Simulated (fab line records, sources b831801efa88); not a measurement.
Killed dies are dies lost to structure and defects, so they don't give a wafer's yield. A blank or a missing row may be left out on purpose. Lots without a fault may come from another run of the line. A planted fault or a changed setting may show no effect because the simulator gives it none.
fab line records | flow sky130
record lots=24 wafers=72 last_day=50
route steps=708 shown FIELD_ISO@1 NWELL@81 VT_ADJUST_NCORE@127 SD_P@331 LI_CONTACT@381
lots that met no fault: from a run of the same line without faults
start_h: hours from the record's first day to the start of the lot's first wafer shown | wait_h: hours since the lot's step before | " the same as in the row above | L1.1+2: a row that stands for several wafers | - no value, or no start given | * or withheld: withheld | < > ~ a bound
route shown NAME@n: a module of which the file shows steps, and the number in the route of the first | usual: mean/standard deviation of fault-free wafers | same: alike in all rows | chamber/n: place in a boat | sites: the reading at each site | _std_site: their standard deviation | _edge_site: outer sites' mean less inner sites' | radius_mm: how far each site lies from the wafer's centre | mask NAME#n: copy n | behind: the tool/chamber that last shaped the wafer | hold: why the lot was held/for how many hours/how that ended | device: the transistor (n, p or np) that didn't switch | end of line: the same wafers' tests at the end of the route | a step without rows: its recipe alone | killed: dies lost to structure and defects at the first sort, not the wafer's yield | map: a wafer's dies, x killed, . not, _ none there
set.NAME: the setting as run; set.NAME@STEP: as run at that earlier step | model.NAME: the simulator's own value behind a step, which no gauge read
steps of the route over a sample of lots; a table a step, a row a wafer
services: from which hour (start_h, from the record's first day; less than 0 if before it) a tool's chamber was out of use, for how many hours, and why
## steps
# step SKY_FIELD_ISO_BOW_MEAS_00
# recipe mode=bow
# usual INCOMING_BOW=-1/7
# columns lot.wafer tool chamber start_h wait_h INCOMING_BOW[um]
L074.2 film_metro-03 - 10.02 - 1
L074.3 " - " " -3
L074.5 " - " " 1
L075.1 film_metro-01 - 15.00 - 3
L075.4 " - " " -6
L075.6 " - " " 2
L076.1 film_metro-02 - 20.00 - -8
L076.5 " - " " 4
L076.6 " - " " 5
L077.1 film_metro-03 - 25.00 - -18
L077.2 " - " " -14
L077.4 " - " " -12
L078.3 film_metro-02 - 30.04 - -8
L078.4 " - " " 10
L078.6 " - " " -5
L079.2 film_metro-02 - 35.02 - 6
L079.4 " - " " -2
L079.5 " - " " -1
L080.4 film_metro-03 - 40.06 - 9
L080.5 " - " " -5
L080.6 " - " " -5
L081.2 film_metro-01 - 45.02 - -1
L081.4 " - " " -20
L081.6 " - " " -4
L082.3 film_metro-03 - 50.04 - -8
L082.4 " - " " -3
L082.5 " - " " 9
L083.2 film_metro-02 - 55.02 - -8
L083.3 " - " " 5
L083.5 " - " " 12
L084.2 film_metro-02 - 60.02 - 2
L084.3 " - " " -6
L084.6 " - " " 7
L085.3 film_metro-01 - 65.04 - 5
L085.5 " - " " 18
L085.6 " - " " -3
L086.2 film_metro-03 - 70.02 - -3
L086.5 " - " " -8
L086.6 " - " " -3
L087.1 film_metro-02 - 75.00 - -10
L087.3 " - " " -4
L087.5 " - " " -15
L088.1 film_metro-02 - 80.00 - 5
L088.2 " - " " 2
L088.3 " - " " -11
L089.1 film_metro-03 - 85.00 - 1
L089.3 " - " " 2
L089.6 " - " " -3
L090.2 film_metro-03 - 90.02 - 0
L090.3 " - " " 8
L090.5 " - " " -3
L091.2 film_metro-01 - 95.02 - -1
L091.5 " - " " -7
L091.6 " - " " 15
L092.1 film_metro-02 - 100.00 - 3
L092.2 " - " " -3
L092.5 " - " " -2
L093.2 film_metro-02 - 105.02 - -5
L093.3 " - " " 5
L093.4 " - " " 7
L094.3 film_metro-03 - 110.04 - -7
L094.4 " - " " 5
L094.5 " - " " 0
L095.1 film_metro-03 - 115.00 - -3
L095.3 " - " " -4
L095.5 " - " " -4
L096.4 film_metro-03 - 120.06 - 2
L096.5 " - " " -6
L096.6 " - " " -17
L097.2 film_metro-01 - 125.02 - -4
L097.5 " - " " -5
L097.6 " - " " -6
# step SKY_NWELL_RTA_28
# recipe temp_c=1050 time_s=30 idle_temp_c=650 ramp_up_c_per_s=150 ramp_down_c_per_s=90 ambient=N2
# usual lamp_power_pct=25.31/0.05 ramp_down_c_per_s=90.000/0.017 wafer_temp_C_max=1054.9/0.95
# columns lot.wafer tool chamber start_h wait_h lamp_power_pct ramp_down_c_per_s wafer_temp_C_max
L075.1 rtp_anneal-02 0 117.12 0.0 25.28 90.009 1054.1
L075.4 " 0 " " 25.25 89.986 1054.6
L075.6 " 0 " " 25.39 89.988 1055.4
L074.2 rtp_anneal-01 0 119.16 0.0 25.25 90.010 1054.5
L074.3 " 0 " " 25.31 89.996 1055.1
L074.5 " 0 " " 25.24 89.990 1054.3
L077.1 rtp_anneal-01 0 133.92 0.0 25.33 90.013 1053.8
L077.2 " 0 " " 25.31 90.001 1056.0
L077.4 " 0 " " 25.32 89.991 1055.1
L076.1 rtp_anneal-02 0 134.27 0.0 25.26 90.006 1054.7
L076.5 " 0 " " 25.25 90.037 1055.2
L076.6 " 0 " " 25.34 89.987 1057.3
L078.3 rtp_anneal-01 0 139.61 0.1 25.23 89.992 1056.6
L078.4 " 0 " " 25.26 90.000 1053.6
L078.6 " 0 " " 25.37 90.025 1056.8
L079.2 rtp_anneal-02 0 140.45 0.0 25.31 90.009 1053.8
L079.4 " 0 " " 25.35 89.998 1055.8
L079.5 " 0 " " 25.37 90.002 1053.8
L080.4 rtp_anneal-01 0 149.12 0.1 25.30 90.000 1053.1
L080.5 " 0 " " 25.37 89.982 1054.2
L080.6 " 0 " " 25.37 89.990 1055.7
L082.3 rtp_anneal-01 0 157.60 0.1 25.26 90.003 1054.4
L082.4 " 0 " " 25.33 90.001 1054.7
L082.5 " 0 " " 25.33 90.029 1054.0
L081.2 rtp_anneal-01 0 158.57 0.0 25.26 90.039 1055.6
L081.4 " 0 " " 25.34 90.012 1055.1
L081.6 " 0 " " 25.43 89.995 1054.2
L083.2 rtp_anneal-02 0 165.89 0.0 25.23 89.984 1055.3
L083.3 " 0 " " 25.31 89.979 1055.6
L083.5 " 0 " " 25.38 90.013 1055.5
L084.2 rtp_anneal-01 0 167.50 0.0 25.31 89.978 1055.9
L084.3 " 0 " " 25.23 89.995 1054.4
L084.6 " 0 " " 25.32 89.954 1055.3
L085.3 rtp_anneal-01 0 175.56 0.1 25.26 89.995 1055.4
L085.5 " 0 " " 25.34 89.974 1054.3
L085.6 " 0 " " 25.36 90.003 1054.5
L086.2 rtp_anneal-02 0 178.09 0.0 25.37 90.001 1054.6
L086.5 " 0 " " 25.34 90.005 1054.9
L086.6 " 0 " " 25.37 90.054 1056.2
L087.1 rtp_anneal-01 0 184.80 0.0 25.30 90.011 1054.3
L087.3 " 0 " " 25.24 89.997 1055.3
L087.5 " 0 " " 25.33 89.996 1054.4
L088.1 rtp_anneal-02 0 189.99 0.0 25.32 89.998 1055.4
L088.2 " 0 " " 25.33 90.015 1055.7
L088.3 " 0 " " 25.31 89.962 1056.1
L089.1 rtp_anneal-01 0 196.82 0.0 25.32 90.022 1056.1
L089.3 " 0 " " 25.26 90.006 1055.7
L089.6 " 0 " " 25.31 89.988 1054.9
L090.2 rtp_anneal-02 0 203.20 0.0 25.28 89.978 1054.3
L090.3 " 0 " " 25.37 89.990 1054.5
L090.5 " 0 " " 25.32 90.005 1053.8
L091.2 rtp_anneal-02 0 211.16 0.0 25.33 89.981 1053.9
L091.5 " 0 " " 25.35 90.018 1055.9
L091.6 " 0 " " 25.31 89.998 1054.7
L092.1 rtp_anneal-01 0 216.29 0.0 25.30 89.989 1053.6
L092.2 " 0 " " 25.28 89.990 1055.4
L092.5 " 0 " " 25.29 89.976 1055.5
L093.2 rtp_anneal-01 0 219.79 0.0 25.34 90.026 1055.8
L093.3 " 0 " " 25.27 90.012 1054.5
L093.4 " 0 " " 25.29 90.017 1054.1
L094.3 rtp_anneal-02 0 225.45 0.0 25.31 90.016 1054.3
L094.4 " 0 " " 25.22 89.984 1057.6
L094.5 " 0 " " 25.34 89.997 1054.7
L095.1 rtp_anneal-01 0 232.25 0.0 25.33 90.014 1055.8
L095.3 " 0 " " 25.33 89.988 1056.1
L095.5 " 0 " " 25.30 89.998 1054.8
L096.4 rtp_anneal-02 0 235.82 0.1 25.24 89.995 1055.2
L096.5 " 0 " " 25.28 89.998 1054.3
L096.6 " 0 " " 25.29 89.991 1055.3
L097.2 rtp_anneal-01 0 243.65 0.0 25.23 90.009 1054.5
L097.5 " 0 " " 25.46 90.009 1055.2
L097.6 " 0 " " 25.41 90.013 1054.5
# step SKY_VT_ADJUST_NCORE_OVL_MEAS_08
# usual VT_ADJUST_NCORE_OVL=-0.6/1.4
# columns lot.wafer tool chamber start_h wait_h VT_ADJUST_NCORE_OVL[nm]
L075.1 overlay-01 - 197.89 0.1 0.0
L075.4 " - " " -0.5
L075.6 " - " " 1.1
L074.2 overlay-02 - 200.06 0.1 -1.8
L074.3 " - " " -2.2
L074.5 " - " " -1.2
L077.1 overlay-01 - 217.29 0.1 0.4
L077.2 " - " " -0.1
L077.4 " - " " 0.1
L076.1 overlay-01 - 218.21 0.1 1.3
L076.5 " - " " 0.7
L076.6 " - " " -0.3
L078.3 overlay-01 - 225.52 0.1 1.3
L078.4 " - " " 1.3
L078.6 " - " " 1.9
L079.2 overlay-01 - 225.98 0.1 0.2
L079.4 " - " " 2.4
L079.5 " - " " 1.2
L080.4 overlay-01 - 235.32 0.1 -2.5
L080.5 " - " " -2.0
L080.6 " - " " -1.9
L082.3 overlay-01 - 245.22 0.1 -0.6
L082.4 " - " " -0.3
L082.5 " - " " -0.1
L081.2 overlay-02 - 245.65 0.1 -0.5
L081.4 " - " " -0.9
L081.6 " - " " -0.7
L083.2 overlay-01 - 254.45 0.1 -0.3
L083.3 " - " " -0.6
L083.5 " - " " -1.9
L084.2 overlay-02 - 256.51 0.1 1.5
L084.3 " - " " 0.2
L084.6 " - " " 0.1
L085.3 overlay-01 - 266.17 0.1 -2.6
L085.5 " - " " -4.0
L085.6 " - " " -3.9
L086.2 overlay-01 - 268.96 0.1 -1.3
L086.5 " - " " -0.9
L086.6 " - " " -1.9
L087.1 overlay-02 - 276.45 0.1 -1.0
L087.3 " - " " -1.6
L087.5 " - " " -1.5
L088.1 overlay-01 - 283.92 0.1 -2.0
L088.2 " - " " -1.6
L088.3 " - " " -0.2
L089.1 overlay-01 - 290.32 0.1 -1.5
L089.3 " - " " 0.1
L089.6 " - " " -0.7
L090.2 overlay-01 - 298.75 0.1 1.4
L090.3 " - " " 1.0
L090.5 " - " " 0.6
L091.2 overlay-02 - 307.98 0.1 -0.9
L091.5 " - " " 0.0
L091.6 " - " " -1.0
L092.1 overlay-01 - 313.15 0.1 -1.0
L092.2 " - " " -0.6
L092.5 " - " " 0.5
L093.2 overlay-02 - 318.93 0.1 -0.8
L093.3 " - " " -0.7
L093.4 " - " " -1.0
L094.3 overlay-01 - 323.97 0.1 -3.0
L094.4 " - " " -1.5
L094.5 " - " " -1.0
L095.1 overlay-02 - 333.40 0.1 0.6
L095.3 " - " " 1.9
L095.5 " - " " 1.5
L096.4 overlay-01 - 335.77 0.1 -1.3
L096.5 " - " " -0.6
L096.6 " - " " -0.9
L097.2 overlay-02 - 345.58 0.1 -1.5
L097.5 " - " " -1.5
L097.6 " - " " -2.0
# step SKY_VT_ADJUST_NCORE_STRIP_10
# recipe chemistry=O2/N2 power_w=1400 pressure_mtorr=1500 platen_temp_c=withheld o2_flow_sccm=3000 n2_flow_sccm=300 overash_fraction=0.5
# usual drypump_motor_current_A=5.85/0.27 oes_product_au=0.715/0.0043 strip_time_to_endpoint_s=14.18/0.039
# columns lot.wafer tool chamber start_h wait_h drypump_motor_current_A oes_product_au rf_hours_counter_h strip_time_to_endpoint_s
L075.1 plasma_asher-01 1 198.08 0.1 6.06 0.711 51 14.16
L075.4 " 1 " " 6.03 0.714 - 14.16
L075.6 " 0 " " 5.63 0.717 - 14.19
L074.2 plasma_asher-03 1 200.91 0.1 5.68 0.725 8 14.16
L074.3 " 0 " " 6.12 0.711 - 14.17
L074.5 " 0 " " 6.05 0.712 - 14.19
L077.1 plasma_asher-01 0 217.48 0.1 5.64 0.720 53 14.17
L077.2 " 1 " " 6.01 0.706 53 14.13
L077.4 " 1 " " 6.02 0.715 - 14.18
L076.1 plasma_asher-03 1 218.39 0.1 5.67 0.716 10 14.15
L076.5 " 0 " " 6.09 0.716 - 14.17
L076.6 " 1 " " 5.65 0.721 - 14.17
L078.3 plasma_asher-01 1 225.72 0.1 6.05 0.711 - 14.16
L078.4 " 0 " " 5.64 0.713 - 14.21
L078.6 " 0 " " 5.63 0.723 - 14.22
L079.2 plasma_asher-04 1 226.16 0.1 5.52 0.711 44 14.23
L079.4 " 1 " " 5.55 0.715 - 14.21
L079.5 " 1 " " 5.53 0.719 - 14.19
L080.4 plasma_asher-04 0 235.52 0.1 6.17 0.717 - 14.23
L080.5 " 1 " " 5.51 0.718 - 14.21
L080.6 " 0 " " 6.16 0.725 - 14.20
L082.3 plasma_asher-04 0 245.42 0.1 6.17 0.713 - 14.17
L082.4 " 1 " " 5.52 0.711 - 14.19
L082.5 " 1 " " 5.53 0.722 - 14.19
L081.2 plasma_asher-03 0 245.83 0.1 6.06 0.722 12 14.18
L081.4 " 1 " " 5.67 0.712 - 14.17
L081.6 " 0 " " 6.07 0.716 - 14.24
L083.2 plasma_asher-01 1 254.63 0.1 6.04 0.724 56 14.26
L083.3 " 0 " " 5.62 0.714 - 14.21
L083.5 " 0 " " 5.62 0.713 - 14.19
L084.2 plasma_asher-01 1 256.69 0.1 6.02 0.722 56 14.26
L084.3 " 0 " " 5.63 0.713 - 14.20
L084.6 " 1 " " 6.04 0.712 - 14.22
L085.3 plasma_asher-03 1 266.37 0.1 5.65 0.716 - 14.26
L085.5 " 1 " " 5.63 0.717 - 14.24
L085.6 " 0 " " 6.08 0.722 - 14.19
L086.2 plasma_asher-04 0 269.14 0.1 6.15 0.716 49 14.16
L086.5 " 1 " " 5.57 0.716 - 14.17
L086.6 " 0 " " 6.19 0.713 - 14.15
L087.1 plasma_asher-04 1 276.64 0.1 5.49 0.710 49 14.23
L087.3 " 1 " " 5.49 0.723 - 14.24
L087.5 " 1 " " 5.56 0.715 - 14.22
L088.1 plasma_asher-03 0 284.11 0.1 6.06 0.720 16 14.08
L088.2 " 1 " " 5.65 0.714 16 14.15
L088.3 " 1 " " 5.65 0.718 - 14.09
L089.1 plasma_asher-04 0 290.51 0.1 6.17 0.717 51 14.16
L089.3 " 1 " " 5.50 0.715 - 14.19
L089.6 " 0 " " 6.15 0.717 - 14.20
L090.2 plasma_asher-04 0 298.93 0.1 6.19 0.711 51 14.08
L090.3 " 1 " " 5.47 0.718 - 14.17
L090.5 " 1 " " 5.52 0.714 - 14.14
L091.2 plasma_asher-04 1 308.16 0.1 5.52 0.715 52 14.16
L091.5 " 0 " " 6.17 0.720 - 14.15
L091.6 " 1 " " 5.53 0.721 - 14.14
L092.1 plasma_asher-03 0 313.34 0.1 6.12 0.709 19 14.14
L092.2 " 1 " " 5.66 0.716 19 14.15
L092.5 " 1 " " 5.68 0.712 - 14.13
L093.2 plasma_asher-03 1 319.11 0.1 5.64 0.717 20 14.21
L093.3 " 0 " " 6.09 0.709 - 14.23
L093.4 " 1 " " 5.65 0.724 - 14.22
L094.3 plasma_asher-04 1 324.17 0.1 5.53 0.724 - 14.14
L094.4 " 0 " " 6.17 0.709 - 14.14
L094.5 " 1 " " 5.52 0.710 - 14.19
L095.1 plasma_asher-04 0 333.59 0.1 6.19 0.710 55 14.24
L095.3 " 0 " " 6.18 0.713 - 14.21
L095.5 " 1 " " 5.50 0.715 - 14.19
L096.4 plasma_asher-03 1 335.97 0.1 5.66 0.719 - 14.16
L096.5 " 0 " " 6.06 0.711 - 14.22
L096.6 " 1 " " 5.62 0.713 - 14.22
L097.2 plasma_asher-01 1 345.76 0.1 6.02 0.714 65 14.20
L097.5 " 1 " " 6.01 0.712 - 14.23
L097.6 " 0 " " 5.63 0.724 - 14.27
# step SKY_SD_P_TW_MEAS_11
# usual SD_P_TW=2851/26
# columns lot.wafer tool chamber start_h wait_h SD_P_TW
L075.1 film_metro-04 - 605.15 0.1 2866
L075.4 " - " " 2881
L075.6 " - " " 2863
L074.2 film_metro-03 - 612.04 0.1 2869
L074.3 " - " " 2876
L074.5 " - " " 2864
L076.1 film_metro-02 - 631.91 0.1 2830
L076.5 " - " " 2836
L076.6 " - " " 2824
L077.1 film_metro-03 - 632.10 0.1 2884
L077.2 " - " " 2866
L077.4 " - " " 2880
L079.2 film_metro-03 - 638.89 0.1 2873
L079.4 " - " " 2871
L079.5 " - " " 2869
L078.3 film_metro-02 - 645.73 0.1 2833
L078.4 " - " " 2844
L078.6 " - " " 2821
L084.2 film_metro-04 - 699.31 0.1 2890
L084.3 " - " " 2901
L084.6 " - " " 2880
L082.3 film_metro-02 - 701.88 0.1 2816
L082.4 " - " " 2831
L082.5 " - " " 2834
L081.2 film_metro-02 - 702.89 0.1 2832
L081.4 " - " " 2828
L081.6 " - " " 2831
L085.3 film_metro-04 - 707.17 0.1 2888
L085.5 " - " " 2881
L085.6 " - " " 2896
L087.1 film_metro-04 - 707.41 0.1 2877
L087.3 " - " " 2894
L087.5 " - " " 2874
L080.4 film_metro-02 - 707.74 0.1 2835
L080.5 " - " " 2847
L080.6 " - " " 2846
L086.2 film_metro-03 - 708.91 0.1 2892
L086.5 " - " " 2884
L086.6 " - " " 2873
L088.1 film_metro-02 - 709.20 0.1 2812
L088.2 " - " " 2837
L088.3 " - " " 2837
L083.2 film_metro-02 - 709.64 0.1 2839
L083.3 " - " " 2824
L083.5 " - " " 2843
L089.1 film_metro-02 - 710.66 0.1 2842
L089.3 " - " " 2827
L089.6 " - " " 2807
L090.2 film_metro-02 - 717.27 0.1 2849
L090.3 " - " " 2848
L090.5 " - " " 2828
L091.2 film_metro-02 - 738.62 0.1 2832
L091.5 " - " " 2818
L091.6 " - " " 2819
L092.1 film_metro-02 - 741.45 0.1 2830
L092.2 " - " " 2824
L092.5 " - " " 2812
L093.2 film_metro-04 - 742.39 0.1 2865
L093.3 " - " " 2868
L093.4 " - " " 2878
L094.3 film_metro-04 - 745.43 0.1 2897
L094.4 " - " " 2884
L094.5 " - " " 2877
L095.1 film_metro-04 - 753.81 0.1 2874
L095.3 " - " " 2864
L095.5 " - " " 2888
L096.4 film_metro-02 - 764.46 0.1 2842
L096.5 " - " " 2832
L096.6 " - " " 2836
L097.2 film_metro-02 - 768.36 0.1 2843
L097.5 " - " " 2827
L097.6 " - " " 2840
# step SKY_LI_CONTACT_SPUTTER_19
# recipe material=Ti target_thk_nm=20 chamber_pressure_pa=5 power_w=2500 substrate_temp_c=200 time_s=106.37
# usual throttle_valve_pct=29.7/0.92
# columns lot.wafer tool chamber start_h wait_h throttle_valve_pct
L075.1 pvd_sputter-02 - 692.36 0.0 28.9
L075.4 " - " " 29.2
L075.6 " - " " 28.9
L074.2 pvd_sputter-01 - 698.49 0.0 28.7
L074.3 " - " " 30.4
L074.5 " - " " 30.3
L076.1 pvd_sputter-01 - 718.56 0.0 28.9
L076.5 " - " " 29.0
L076.6 " - " " 28.6
L077.1 pvd_sputter-03 - 719.20 0.0 30.2
L077.2 " - " " 29.9
L077.4 " - " " 31.9
L079.2 pvd_sputter-01 - 725.47 0.0 28.4
L079.4 " - " " 28.7
L079.5 " - " " 28.4
L078.3 pvd_sputter-03 - 732.20 0.0 32.0
L078.4 " - " " 30.2
L078.6 " - " " 30.4
L084.2 pvd_sputter-02 - 781.05 0.0 29.6
L084.3 " - " " 29.3
L084.6 " - " " 29.8
L082.3 pvd_sputter-03 - 783.40 0.0 30.2
L082.4 " - " " 30.0
L082.5 " - " " 30.4
L081.2 pvd_sputter-02 - 785.37 0.0 28.7
L081.4 " - " " 29.7
L081.6 " - " " 29.0
L085.3 pvd_sputter-02 - 788.24 0.0 29.8
L085.5 " - " " 29.2
L085.6 " - " " 29.2
L087.1 pvd_sputter-01 - 788.90 0.0 28.8
L087.3 " - " " 28.4
L087.5 " - " " 28.6
L080.4 pvd_sputter-02 - 790.06 0.0 28.8
L080.5 " - " " 29.4
L080.6 " - " " 29.0
L086.2 pvd_sputter-02 - 791.00 0.0 28.8
L086.5 " - " " 29.4
L086.6 " - " " 29.7
L088.1 pvd_sputter-03 - 792.75 0.0 29.9
L088.2 " - " " 32.2
L088.3 " - " " 30.1
L083.2 pvd_sputter-02 - 793.10 0.0 29.5
L083.3 " - " " 29.2
L083.5 " - " " 28.7
L089.1 pvd_sputter-03 - 793.51 0.0 30.1
L089.3 " - " " 30.3
L089.6 " - " " 31.9
L090.2 pvd_sputter-03 - 797.97 0.0 31.5
L090.3 " - " " 30.5
L090.5 " - " " 30.3
L091.2 pvd_sputter-02 - 820.33 0.0 29.0
L091.5 " - " " 29.3
L091.6 " - " " 29.3
L092.1 pvd_sputter-01 - 822.60 0.0 28.5
L092.2 " - " " 28.6
L092.5 " - " " 28.4
L093.2 pvd_sputter-03 - 822.77 0.0 31.9
L093.3 " - " " 30.1
L093.4 " - " " 30.0
L094.3 pvd_sputter-01 - 825.70 0.0 30.4
L094.4 " - " " 28.2
L094.5 " - " " 30.3
L095.1 pvd_sputter-02 - 833.77 0.0 29.0
L095.3 " - " " 29.5
L095.5 " - " " 29.5
L096.4 pvd_sputter-03 - 845.42 0.0 30.4
L096.5 " - " " 29.8
L096.6 " - " " 30.4
L097.2 pvd_sputter-01 - 849.17 0.0 30.2
L097.5 " - " " 28.8
L097.6 " - " " 30.3
## services
# columns tool chamber start_h hours kind
plasma_asher-03 - 108.75 9.0 pm
pvd_sputter-02 - 123.19 0.6 repair
pvd_sputter-03 - 153.09 1.2 repair
rtp_anneal-02 - 158.37 4.0 pm
plasma_asher-04 - 163.27 1.4 repair
pvd_sputter-03 - 218.28 2.4 repair
plasma_asher-03 - 235.66 2.8 pm
pvd_sputter-03 - 235.77 0.5 repair
plasma_asher-03 - 291.16 0.9 repair
pvd_sputter-02 - 329.43 0.7 repair
plasma_asher-04 - 337.45 3.7 repair
pvd_sputter-02 - 405.73 2.2 repair
pvd_sputter-02 - 567.37 3.5 repair
rtp_anneal-01 - 576.15 1.0 pm
pvd_sputter-02 - 599.82 2.8 repair
plasma_asher-04 - 610.27 2.4 repair
rtp_anneal-01 - 611.28 5.8 pm
pvd_sputter-02 - 621.98 8.4 repair
pvd_sputter-02 - 633.98 5.2 repair
pvd_sputter-02 - 663.26 1.0 repair
pvd_sputter-02 - 821.41 2.0 repair
pvd_sputter-02 - 821.73 11.6 repair
pvd_sputter-02 - 822.40 1.7 repair
rtp_anneal-02 - 828.52 0.6 pm
## key
fault none
